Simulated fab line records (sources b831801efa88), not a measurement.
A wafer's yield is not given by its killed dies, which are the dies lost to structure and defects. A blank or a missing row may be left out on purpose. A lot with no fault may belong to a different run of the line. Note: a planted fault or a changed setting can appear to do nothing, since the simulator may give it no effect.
fab line records ; flow sky130
record: lots: 7; wafers: 21; lastDay: 50
route steps=708 shown SONOS_TUNNEL@158 SONOS_ONO@168 PAD_OPEN@708
lots untouched by any fault: they come from a run of this same line in which no faults occurred
startH: start of the lot's first displayed wafer, in hours after the record's first day ; waitH: hours elapsed since this lot's preceding step ; " the same as in the row above ; L1.1+2: a row that stands for several wafers ; - either no value or no given start ; * or withheld: withheld ; < > ~ a bound
route shown NAME@n: names a module that has steps shown in the file, with the first one's number in the route ; usual: mean/standard deviation taken from wafers without a fault ; same: alike in all rows ; chamber/n: place in a boat ; sites: the reading at each site ; _std_site: the standard deviation of these ; _edge_site: mean of outer sites minus mean of inner sites ; radiusMm: how far each site lies from the wafer's centre ; mask NAME#n: copy n ; behind: the tool/chamber that last shaped the wafer ; hold: what put the lot on hold/how long, in hours/how the hold closed ; device: whichever transistor did not switch (one of n, p or np) ; end of line: the tests these same wafers got at the end of their route ; a step given without rows: its recipe and nothing more ; killed: the dies lost at the first sort to structure and to defects; this is not the yield of the wafer ; map: the dies of a wafer, with x for killed, . for not killed, _ for no die there
set.NAME: the setting as run; set.NAME@STEP: as run at that earlier step ; model.NAME: the simulator's own value behind a step, which no gauge read
lots at selected steps of the route; one table per step, one row per wafer
== steps ==
step: SKY_SONOS_TUNNEL_EXPOSE_04
recipe: maskId: TUNM; na: 0.6; sourceShape: conventional; sigmaOuter: 0.6; polarization: unpolarized; targetCdNm: 410; doseMj: 136
step: SKY_SONOS_TUNNEL_PEB_05
recipe: tempC: withheld; timeS: *; resist: NOVOLAK
step: SKY_SONOS_TUNNEL_DEVELOP_06
recipe: resist: NOVOLAK; developer: TMAH; developTimeS: 60; devTempC: 23
step: SKY_SONOS_TUNNEL_CD_MEAS_07
recipe: targetCdNm: 410
usual: cdNm: 409.7/2.6
lot.wafer;tool;chamber;startH;waitH;cdNm
L625.2;cdSem-01;-;253.65;0.1;411.2
L625.3;cdSem-01;-;253.65;0.1;410.3
L625.5;cdSem-01;-;253.65;0.1;411.4
L635.1;cdSem-02;-;330.20;0.1;407.0
L635.5;cdSem-02;-;330.20;0.1;407.2
L635.6;cdSem-02;-;330.20;0.1;409.2
L636.2;cdSem-01;-;336.82;0.1;411.6
L636.3;cdSem-01;-;336.82;0.1;411.0
L636.6;cdSem-01;-;336.82;0.1;410.3
L637.2;cdSem-02;-;345.25;0.1;406.5
L637.3;cdSem-02;-;345.25;0.1;407.9
L637.6;cdSem-02;-;345.25;0.1;407.8
L644.2;cdSem-02;-;408.39;0.1;409.1
L644.3;cdSem-02;-;408.39;0.1;411.0
L644.6;cdSem-02;-;408.39;0.1;410.2
L645.2;cdSem-02;-;408.84;0.3;408.6
L645.3;cdSem-02;-;408.84;0.3;411.5
L645.6;cdSem-02;-;408.84;0.3;409.7
L647.3;cdSem-02;-;426.59;0.1;407.8
L647.4;cdSem-02;-;426.59;0.1;408.5
L647.6;cdSem-02;-;426.59;0.1;406.3
step: SKY_SONOS_TUNNEL_OVL_MEAS_08
usual: SONOS_TUNNEL_OVL: 1.1/1.2
lot.wafer;tool;chamber;startH;waitH;SONOS_TUNNEL_OVL[nm]
L625.2;overlay-01;-;253.76;0.1;2.3
L625.3;overlay-01;-;253.76;0.1;3.1
L625.5;overlay-01;-;253.76;0.1;2.3
L635.1;overlay-01;-;330.32;0.1;2.1
L635.5;overlay-01;-;330.32;0.1;3.7
L635.6;overlay-01;-;330.32;0.1;2.3
L636.2;overlay-02;-;336.92;0.1;1.9
L636.3;overlay-02;-;336.92;0.1;2.6
L636.6;overlay-02;-;336.92;0.1;1.7
L637.2;overlay-02;-;345.36;0.1;2.2
L637.3;overlay-02;-;345.36;0.1;1.5
L637.6;overlay-02;-;345.36;0.1;3.6
L644.2;overlay-01;-;408.49;0.1;-0.2
L644.3;overlay-01;-;408.49;0.1;1.3
L644.6;overlay-01;-;408.49;0.1;1.9
L645.2;overlay-01;-;408.94;0.1;1.9
L645.3;overlay-01;-;408.94;0.1;2.8
L645.6;overlay-01;-;408.94;0.1;0.1
L647.3;overlay-02;-;426.68;0.1;0.5
L647.4;overlay-02;-;426.68;0.1;0.3
L647.6;overlay-02;-;426.68;0.1;-0.4
step: SKY_SONOS_TUNNEL_IMPLANT_09
recipe: species: B; energyKev: 20; doseCm2: 1e+12; tiltDeg: withheld
step: SKY_SONOS_TUNNEL_WET_ETCH_10
recipe: chemistry: dHF; targetDepthNm: 14; target: SiO2; dilution: 100:1; tempC: 25; timeS: 280
step: SKY_SONOS_TUNNEL_STRIP_11
recipe: chemistry: SPM; timeS: 600; tempC: 130
step: SKY_SONOS_TUNNEL_TW_MEAS_12
usual: SONOS_TUNNEL_TW: 197.8/1.6
lot.wafer;tool;chamber;startH;waitH;SONOS_TUNNEL_TW
L625.2;filmMetro-02;-;254.21;0.0;197.2
L625.3;filmMetro-02;-;254.21;0.0;197.1
L625.5;filmMetro-02;-;254.21;0.0;197.5
L635.1;filmMetro-02;-;330.78;0.0;197.6
L635.5;filmMetro-02;-;330.78;0.0;197.7
L635.6;filmMetro-02;-;330.78;0.0;198.2
L636.2;filmMetro-02;-;337.39;0.0;199.1
L636.3;filmMetro-02;-;337.39;0.0;197.8
L636.6;filmMetro-02;-;337.39;0.0;198.5
L637.2;filmMetro-01;-;345.81;0.0;199.2
L637.3;filmMetro-01;-;345.81;0.0;199.5
L637.6;filmMetro-01;-;345.81;0.0;199.6
L644.2;filmMetro-02;-;408.94;0.0;198.5
L644.3;filmMetro-02;-;408.94;0.0;197.6
L644.6;filmMetro-02;-;408.94;0.0;198.4
L645.2;filmMetro-04;-;409.40;0.0;196.1
L645.3;filmMetro-04;-;409.40;0.0;195.4
L645.6;filmMetro-04;-;409.40;0.0;195.9
L647.3;filmMetro-01;-;427.14;0.0;199.6
L647.4;filmMetro-01;-;427.14;0.0;198.9
L647.6;filmMetro-01;-;427.14;0.0;199.6
step: SKY_SONOS_TUNNEL_CLEAN_13
recipe: chemistry: dHF; timeS: 20; dilution: 100:1; dry: ipaMarangoni
step: SKY_SONOS_ONO_OXIDATION_00
recipe: tempC: 800; ambient: O2; idleTempC: 700; rampUpCPerMin: 10; rampDownCPerMin: 3; stabiliseS: 600; purgeS: 300; targetThkA: 26; oxTimeS: 1278
step: SKY_SONOS_ONO_THK_MEAS_01
recipe: reads: SiO2_of_SONOS_ONO_OXIDATION_00
usual: SONOS_ONO_OXIDATION_THK: 2.64/0.056
lot.wafer;tool;chamber;startH;waitH;SONOS_ONO_OXIDATION_THK[nm]
L625.2;filmMetro-03;-;258.05;0.0;2.66
L625.3;filmMetro-03;-;258.05;0.0;2.56
L625.5;filmMetro-03;-;258.05;0.0;2.60
L635.1;filmMetro-04;-;334.90;0.0;2.70
L635.5;filmMetro-04;-;334.90;0.0;2.65
L635.6;filmMetro-04;-;334.90;0.0;2.64
L636.2;filmMetro-01;-;341.38;0.0;2.68
L636.3;filmMetro-01;-;341.38;0.0;2.61
L636.6;filmMetro-01;-;341.38;0.0;2.68
L637.2;filmMetro-01;-;350.88;0.0;2.68
L637.3;filmMetro-01;-;350.88;0.0;2.70
L637.6;filmMetro-01;-;350.88;0.0;2.71
L644.2;filmMetro-03;-;410.36;0.0;2.55
L644.3;filmMetro-03;-;410.36;0.0;2.55
L644.6;filmMetro-03;-;410.36;0.0;2.53
L645.2;filmMetro-01;-;411.71;0.0;2.56
L645.3;filmMetro-01;-;411.71;0.0;2.58
L645.6;filmMetro-01;-;411.71;0.0;2.63
L647.3;filmMetro-03;-;432.08;0.0;2.65
L647.4;filmMetro-03;-;432.08;0.0;2.58
L647.6;filmMetro-03;-;432.08;0.0;2.57
step: SKY_SONOS_ONO_CVD_02
recipe: material: Si3N4; precursor: DCS/NH3; targetThkNm: 10.5; tempC: 770; timeS: 180; pressureMtorr: 250
usual: spikeTcCentreC: 770.3/0.98; zonePowerCentrePct: 13.3/0.68; zonePowerUpperPct: 14.1/0.73
lot.wafer;tool;chamber;startH;waitH;spikeTcCentreC;zonePowerCentrePct;zonePowerUpperPct;model.Si3N4_of_SONOS_ONO_CVD_02.thkNm
L625.2;lpcvd-02;0;258.10;0.0;769.5;13.6;14.8;10.7
L625.3;lpcvd-02;0;258.10;0.0;770.1;14.1;14.7;10.62
L625.5;lpcvd-02;0;258.10;0.0;770.0;14.1;15.0;10.67
L635.1;lpcvd-02;1;336.10;1.2;770.4;12.6;13.3;6.259
L635.5;lpcvd-02;1;336.10;1.2;772.6;12.5;13.7;6.242
L635.6;lpcvd-02;1;336.10;1.2;770.2;12.6;13.4;6.324
L636.2;lpcvd-02;1;341.43;0.0;768.9;12.6;13.4;6.022
L636.3;lpcvd-02;1;341.43;0.0;769.8;12.5;13.4;5.94
L636.6;lpcvd-02;1;341.43;0.0;770.0;12.7;13.5;6.05
L637.2;lpcvd-02;0;350.93;0.0;769.6;13.9;14.9;6.155
L637.3;lpcvd-02;0;350.93;0.0;773.0;13.7;14.8;6.09
L637.6;lpcvd-02;0;350.93;0.0;770.2;13.9;14.7;6.202
L644.2;lpcvd-02;1;410.41;0.0;768.7;12.4;13.4;10.3
L644.3;lpcvd-02;1;410.41;0.0;771.0;12.7;13.5;10.23
L644.6;lpcvd-02;1;410.41;0.0;768.9;12.9;13.4;10.29
L645.2;lpcvd-02;0;411.99;0.3;770.4;13.8;14.9;10.42
L645.3;lpcvd-02;0;411.99;0.3;770.7;14.0;15.0;10.38
L645.6;lpcvd-02;0;411.99;0.3;767.8;14.1;14.7;10.45
L647.3;lpcvd-02;1;433.92;1.8;771.6;12.6;13.5;10.6
L647.4;lpcvd-02;1;433.92;1.8;769.2;12.6;13.4;10.52
L647.6;lpcvd-02;1;433.92;1.8;769.6;12.4;13.4;10.59
step: SKY_SONOS_ONO_THK_MEAS_03
recipe: reads: Si3N4_of_SONOS_ONO_CVD_02
usual: SONOS_ONO_CVD_02_THK: 10.55/0.13
lot.wafer;tool;chamber;startH;waitH;SONOS_ONO_CVD_02_THK[nm]
L625.2;filmMetro-01;-;259.16;0.0;10.70
L625.3;filmMetro-01;-;259.16;0.0;10.60
L625.5;filmMetro-01;-;259.16;0.0;10.72
L635.1;filmMetro-03;-;337.15;0.0;6.29
L635.5;filmMetro-03;-;337.15;0.0;6.21
L635.6;filmMetro-03;-;337.15;0.0;6.30
L636.2;filmMetro-04;-;342.49;0.0;6.03
L636.3;filmMetro-04;-;342.49;0.0;6.01
L636.6;filmMetro-04;-;342.49;0.0;6.03
L637.2;filmMetro-01;-;351.99;0.0;6.14
L637.3;filmMetro-01;-;351.99;0.0;6.13
L637.6;filmMetro-01;-;351.99;0.0;6.22
L644.2;filmMetro-04;-;412.00;0.0;10.28
L644.3;filmMetro-04;-;412.00;0.0;10.33
L644.6;filmMetro-04;-;412.00;0.0;10.34
L645.2;filmMetro-01;-;413.57;0.0;10.41
L645.3;filmMetro-01;-;413.57;0.0;10.36
L645.6;filmMetro-01;-;413.57;0.0;10.44
L647.3;filmMetro-01;-;434.99;0.0;10.64
L647.4;filmMetro-01;-;434.99;0.0;10.51
L647.6;filmMetro-01;-;434.99;0.0;10.65
step: SKY_SONOS_ONO_CVD_04
recipe: material: SiO2; precursor: SiH4/N2O; targetThkNm: 5.7199; tempC: 900; pressureMtorr: 400
step: SKY_PAD_OPEN_PROBE_99
usual: killed_at_M0_to_M3: 42/6.3; killed_at_M4_up: 2.8/1.9; killedAtContacts: 23/5.3; killedAtFrontEnd: 16/4.3; killedAtOther: 0.2/0.51; killedDies: 84/9.3; killedOpen: 46/7.6; killedShort: 38/6.3
same: grossDies: 492; killedAtBackSide: 0
lot.wafer;tool;chamber;startH;waitH;killed_at_M0_to_M3;killed_at_M4_up;killedAtContacts;killedAtFrontEnd;killedAtOther;killedDies;killedOpen;killedShort;model.etest.sonosUncharged.rOnOhmUm;model.etest.sonosErased.driveUaUm;model.etest.capOno.gateLog10ACm2;model.etest.capOno.gateBvV;model.etest.capOno.toxAccNm;model.etest.sonosBaked.vtLessV;model.etest.sonosBaked.vtV;model.etest.sonosProgrammed.vtV
L625.2;prober-02;-;1085.05;0.1;38;1;21;18;2;80;47;33;796.4;184.3;-8.186;16.45;13.12;-0.5176;0.8365;1.354
L625.3;prober-02;-;1085.10;0.2;45;3;33;9;0;90;52;38;792.8;173.1;-7.992;16.2;12.92;-0.4353;0.9517;1.387
L625.5;prober-02;-;1085.20;0.2;50;4;24;26;0;104;56;48;806.7;178.6;-8.305;16.35;13.15;-0.4373;0.8494;1.287
L636.2;prober-01;-;1147.62;0.1;39;1;28;16;1;85;47;38;743.9;208.9;-5.299;14.06;10.83;-0.7976;0.6849;1.482
L636.3;prober-01;-;1147.67;0.2;33;2;25;22;1;83;48;35;760.6;199.7;-5.407;13.87;10.88;-0.808;0.6815;1.49
L636.6;prober-01;-;1147.82;0.2;42;4;30;12;0;88;47;41;744.7;224.4;-5.296;14.12;10.89;-0.7868;0.7142;1.501
L637.2;prober-01;-;1151.89;0.1;36;2;26;10;0;74;52;22;763.2;202.9;-5.617;14.1;10.98;-0.8001;0.7289;1.529
L637.3;prober-01;-;1151.94;0.2;34;2;28;12;0;76;42;34;750;181.2;-5.335;14.13;10.87;-0.7551;0.712;1.467
L637.6;prober-01;-;1152.09;0.2;42;3;21;14;0;80;45;35;749.9;226.3;-5.574;14.71;11.02;-0.7771;0.7504;1.528
L635.1;prober-01;-;1176.57;0.1;52;1;18;19;0;90;54;36;748.1;203.9;-5.113;14.16;10.79;-0.7321;0.7337;1.466
L635.5;prober-01;-;1176.77;0.2;41;1;24;20;1;87;54;33;735.9;197.4;-5.322;14.48;10.85;-0.7977;0.717;1.515
L635.6;prober-01;-;1176.82;0.2;39;0;21;23;1;84;41;43;752.1;200.5;-5.319;14.06;10.84;-0.804;0.7714;1.575
L644.2;prober-01;-;1188.16;0.1;47;0;20;5;0;72;38;34;809.4;205.4;-7.721;16.11;12.73;-0.556;0.985;1.541
L644.3;prober-01;-;1188.21;0.2;46;2;19;14;0;81;46;35;811.7;194;-7.634;16.05;12.68;-0.5428;1.013;1.556
L644.6;prober-01;-;1188.36;0.2;39;2;22;15;0;78;39;38;813.1;229;-7.73;15.75;12.64;-0.5397;1.016;1.556
L645.2;prober-02;-;1192.72;0.1;39;6;20;21;0;86;47;39;809.7;205.8;-7.816;16.2;12.72;-0.5563;0.9994;1.556
L645.3;prober-02;-;1192.77;0.2;40;1;15;18;1;75;42;33;800.9;225.6;-7.798;16.2;12.85;-0.5849;0.9457;1.531
L645.6;prober-02;-;1192.92;0.2;41;2;14;18;0;75;29;46;831.4;177.7;-7.873;16.28;12.8;-0.5479;1.007;1.555
L647.3;prober-02;-;1202.29;0.2;41;3;21;10;1;76;48;28;823;166.5;-7.783;16.45;12.71;-0.5483;0.9923;1.541
L647.4;prober-02;-;1202.34;0.2;33;6;23;15;1;78;37;41;803.3;198.2;-7.841;16.32;12.76;-0.5166;1.009;1.526
L647.6;prober-02;-;1202.44;0.2;43;5;16;12;0;76;41;35;809.6;208.4;-7.627;16.29;12.63;-0.6029;1.01;1.613
killed by level:class
L625.2 CONTACT:geometricParticle:open=12 FIELD_ISO:geometricParticle:open=6 METAL3:geometricParticle:short=6 VIA1:geometricParticle:open=6 VIA3:geometricParticle:open=6 METAL2:geometricParticle:short=5 LI_CONTACT:geometricParticle:open=4 CONTACT:geometricParticle:short=4
L625.3 CONTACT:geometricParticle:open=15 VIA1:geometricParticle:open=10 VIA1:geometricParticle:short=6 METAL1:geometricParticle:short=6 VIA3:geometricParticle:open=6 LI_CONTACT:geometricParticle:short=5 VIA2:geometricParticle:open=5 LI_CONTACT:geometricParticle:open=4
L625.5 VIA2:geometricParticle:open=10 CONTACT:geometricParticle:open=9 VIA3:geometricParticle:open=9 FIELD_ISO:geometricParticle:short=7 VIA1:geometricParticle:open=6 POLY_GATE:geometricParticle:open=5 CONTACT:geometricParticle:short=5 METAL1:geometricParticle:short=5
L636.2 VIA1:geometricParticle:open=14 CONTACT:geometricParticle:open=11 VIA1:geometricParticle:short=7 FIELD_ISO:geometricParticle:short=5 FIELD_ISO:geometricParticle:open=5 VIA3:geometricParticle:open=5 CONTACT:geometricParticle:short=5 POLY_GATE:geometricParticle:short=4
L636.3 FIELD_ISO:geometricParticle:short=9 VIA3:geometricParticle:open=9 VIA2:geometricParticle:open=7 LI_CONTACT:geometricParticle:open=7 CONTACT:geometricParticle:short=7 CONTACT:geometricParticle:open=6 FIELD_ISO:geometricParticle:open=5 POLY_GATE:geometricParticle:open=5
L636.6 VIA1:geometricParticle:open=10 CONTACT:geometricParticle:open=10 METAL1:geometricParticle:short=9 LI_CONTACT:geometricParticle:open=7 VIA3:geometricParticle:open=6 CONTACT:geometricParticle:short=5 METAL2:geometricParticle:short=5 LI_CONTACT:geometricParticle:short=4
L637.2 VIA1:geometricParticle:open=14 CONTACT:geometricParticle:open=13 LI_CONTACT:geometricParticle:open=9 VIA2:geometricParticle:open=7 VIA1:geometricParticle:short=4 FIELD_ISO:geometricParticle:short=3 METAL1:geometricParticle:short=3 VIA3:geometricParticle:open=3
L637.3 LI_CONTACT:geometricParticle:open=8 CONTACT:geometricParticle:open=7 FIELD_ISO:geometricParticle:open=6 VIA2:geometricParticle:open=6 VIA3:geometricParticle:open=5 CONTACT:geometricParticle:short=5 LI_CONTACT:geometricParticle:short=4 LOCAL_INTERCONNECT:geometricParticle:short=4
L637.6 LI_CONTACT:geometricParticle:open=12 VIA1:geometricParticle:open=8 VIA2:geometricParticle:open=7 VIA1:geometricParticle:short=6 VIA3:geometricParticle:open=6 CONTACT:geometricParticle:open=5 VIA2:geometricParticle:short=5 FIELD_ISO:geometricParticle:short=4
L635.1 VIA1:geometricParticle:open=13 VIA2:geometricParticle:open=9 CONTACT:geometricParticle:open=9 METAL1:geometricParticle:short=7 VIA3:geometricParticle:open=6 METAL2:geometricParticle:short=5 VIA1:geometricParticle:short=5 FIELD_ISO:geometricParticle:open=4
L635.5 VIA1:geometricParticle:open=16 CONTACT:geometricParticle:open=13 VIA3:geometricParticle:open=7 POLY_GATE:geometricParticle:short=7 FIELD_ISO:geometricParticle:open=6 LI_CONTACT:geometricParticle:open=5 VIA1:geometricParticle:short=5 METAL1:geometricParticle:short=5
L635.6 POLY_GATE:geometricParticle:short=8 VIA2:geometricParticle:open=8 VIA1:geometricParticle:open=8 CONTACT:geometricParticle:short=6 CONTACT:geometricParticle:open=6 METAL2:geometricParticle:short=6 FIELD_ISO:geometricParticle:short=5 LI_CONTACT:geometricParticle:open=5
L644.2 VIA1:geometricParticle:open=16 METAL2:geometricParticle:short=7 CONTACT:geometricParticle:open=7 VIA1:geometricParticle:short=7 LI_CONTACT:geometricParticle:open=4 METAL3:geometricParticle:short=4 VIA3:geometricParticle:short=3 CONTACT:geometricParticle:short=3
L644.3 LI_CONTACT:geometricParticle:open=10 VIA3:geometricParticle:open=8 METAL2:geometricParticle:short=8 VIA1:geometricParticle:open=7 VIA2:geometricParticle:open=7 METAL1:geometricParticle:short=6 FIELD_ISO:geometricParticle:short=5 POLY_GATE:geometricParticle:open=5
L644.6 VIA1:geometricParticle:open=12 LI_CONTACT:geometricParticle:open=6 VIA3:geometricParticle:short=6 FIELD_ISO:geometricParticle:open=5 CONTACT:geometricParticle:open=5 POLY_GATE:geometricParticle:short=5 CONTACT:geometricParticle:short=5 VIA2:geometricParticle:open=5
L645.2 VIA1:geometricParticle:open=10 METAL1:geometricParticle:short=7 LI_CONTACT:geometricParticle:open=6 CONTACT:geometricParticle:open=6 VIA2:geometricParticle:open=6 FIELD_ISO:geometricParticle:short=5 POLY_GATE:geometricParticle:open=5 VIA3:geometricParticle:open=5
L645.3 VIA1:geometricParticle:open=9 VIA3:geometricParticle:open=8 FIELD_ISO:geometricParticle:short=6 VIA1:geometricParticle:short=6 FIELD_ISO:geometricParticle:open=5 CONTACT:geometricParticle:open=4 CONTACT:geometricParticle:short=3 POLY_GATE:geometricParticle:open=3
L645.6 METAL2:geometricParticle:short=9 VIA1:geometricParticle:open=8 FIELD_ISO:geometricParticle:short=6 POLY_GATE:geometricParticle:short=6 CONTACT:geometricParticle:open=6 LI_CONTACT:geometricParticle:short=4 VIA1:geometricParticle:short=4 METAL1:geometricParticle:short=4
L647.3 CONTACT:geometricParticle:open=12 VIA1:geometricParticle:open=12 VIA3:geometricParticle:open=8 METAL2:geometricParticle:short=6 LI_CONTACT:geometricParticle:open=5 VIA2:geometricParticle:open=4 VIA3:geometricParticle:short=4 FIELD_ISO:geometricParticle:open=3
L647.4 LI_CONTACT:geometricParticle:open=8 CONTACT:geometricParticle:open=7 METAL2:geometricParticle:short=6 FIELD_ISO:geometricParticle:short=5 CONTACT:geometricParticle:short=5 VIA1:geometricParticle:open=5 VIA1:geometricParticle:short=4 VIA3:geometricParticle:open=4
L647.6 VIA1:geometricParticle:open=9 CONTACT:geometricParticle:open=7 METAL2:geometricParticle:short=7 VIA2:geometricParticle:open=6 VIA3:geometricParticle:open=4 FIELD_ISO:geometricParticle:open=3 LI_CONTACT:geometricParticle:open=3 METAL1:geometricParticle:short=3
== key ==
firstSign: step: SKY_SONOS_ONO_THK_MEAS_03; reading: SONOS_ONO_CVD_02_THK; direction: down; sigmas: 34; usual: 10.55; struck: 6.15
effect none on later readings
modelEffect: step: SKY_SONOS_ONO_CVD_02; value: Si3N4_of_SONOS_ONO_CVD_02.thkNm; without: 10.55; struck: 6.143
modelEffect: step: SKY_PAD_OPEN_PROBE_99; value: etest.sonosUncharged.rOnOhmUm; without: 821.7; struck: 749.8
metAt SKY_SONOS_ONO_CVD_02
struckWafers L635.1,L635.5,L635.6,L636.2,L636.3,L636.6,L637.2,L637.3,L637.6
testerLeftOut L635,L636,L637
onsetBetween 258.10 336.10
fault: kind: processParameterDrift; tool: lpcvd-02; chamber: -; onsetH: 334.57; steps: SKY_SONOS_ONO_CVD_02; channel: targetThkNm; offset: -4.4062; shape: step; endH: 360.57; actsIn: theseRecipesOnly; stated: 10.5
testerLeftOut: of these lots the tester's yield and bins aren't shown, on N5 and GAA mostly nor the transistor test; their killed dies are dies lost to structure and defects alone, not to doping, threshold or leakage, so they don't give the yield
